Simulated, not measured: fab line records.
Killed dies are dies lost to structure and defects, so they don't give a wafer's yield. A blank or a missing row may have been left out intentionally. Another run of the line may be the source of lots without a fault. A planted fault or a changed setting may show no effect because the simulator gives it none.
2 desks, one fault | flow gf180mcu | each desk holds nothing but its own numbers, with what lay behind them at the end

THE METROLOGY DESK
What the gauges read, lot by lot, whatever tool the lot ran on: means of the sampled wafers that have a number. If a lot's mean is further than 4 standard deviations from the usual mean, the lot is out of limits and carries the mark OUT (the distance appears in the brackets). 7 of its 9 readings are shown, namely those furthest out on some lot.
Columns: A = CONTACT_W_RS at GF_CONTACT_RS_MEAS_25, usual 0.385 ohm/sq; B = CONTACT_W_THK at GF_CONTACT_THK_MEAS_26, usual 291 nm; C = M1_ALCU_RS at GF_M1_RS_MEAS_05, usual 0.0690 ohm/sq; D = M1_ALCU_THK at GF_M1_THK_MEAS_06, usual 448 nm; E = cdNm at GF_M1_CD_MEAS_14, usual 230.2 nm; F = V1_CVD_00_THK at GF_V1_THK_MEAS_01, usual 601 nm; G = V1_BOW at GF_V1_BOW_MEAS_05, usual 81 um
lot  | first seen here | A     | B   | C      | D   | E     | F   | G
L824 | day 18 06:43    | 0.388 | 290 | 0.0693 | 442 | 228.6 | 608 | 68
L826 | day 18 22:20    | 0.385 | 291 | 0.0689 | 438 | 231.3 | 599 | 84
L835 | day 22 06:34    | 0.383 | 293 | 0.0687 | 449 | 231.9 | 608 | 83
L837 | day 23 00:04    | 0.386 | 288 | 0.0701 | 441 | 229.5 | 603 | 82
L840 | day 23 22:28    | 0.378 | 296 | 0.0689 | 448 | 227.6 | 593 | 75
L842 | day 24 14:27    | 0.383 | 293 | 0.0687 | 449 | 228.3 | 599 | 85
Result from this desk: across the 6 lots, nothing is out of limits.

DESK OF THE TOOL OWNER: pvdSputter-01
The tool's own readings at GF_M1_SPUTTER_04 (material TiN, target thk 50 nm, time 41.7 s): means of the sampled wafers that have a number, for each lot that ran on this tool. If a lot's mean is further than 4 standard deviations from the usual mean, the lot is out of limits and carries the mark OUT (the distance appears in the brackets).
Columns: A = chamberPressurePa at GF_M1_SPUTTER_04, usual 0.3999 Pa; B = throttleValvePct at GF_M1_SPUTTER_04, usual 30.2 %
lot  | first seen here | A      | B
L824 | day 18 07:22    | 0.3998 | 30.4
L826 | day 18 22:59    | 0.3996 | 30.2
L835 | day 22 07:13    | 0.4001 | 30.3
L837 | day 23 00:43    | 0.4003 | 30.3
L842 | day 24 15:04    | 0.4003 | 30.3
Result from this desk: across the 5 lots, nothing is out of limits.

BROUGHT TOGETHER
Nothing out of limits was seen by the metrology desk.
The tool owner's desk saw nothing out of limits.

WHAT WAS PUT IN BY THE SIMULATOR
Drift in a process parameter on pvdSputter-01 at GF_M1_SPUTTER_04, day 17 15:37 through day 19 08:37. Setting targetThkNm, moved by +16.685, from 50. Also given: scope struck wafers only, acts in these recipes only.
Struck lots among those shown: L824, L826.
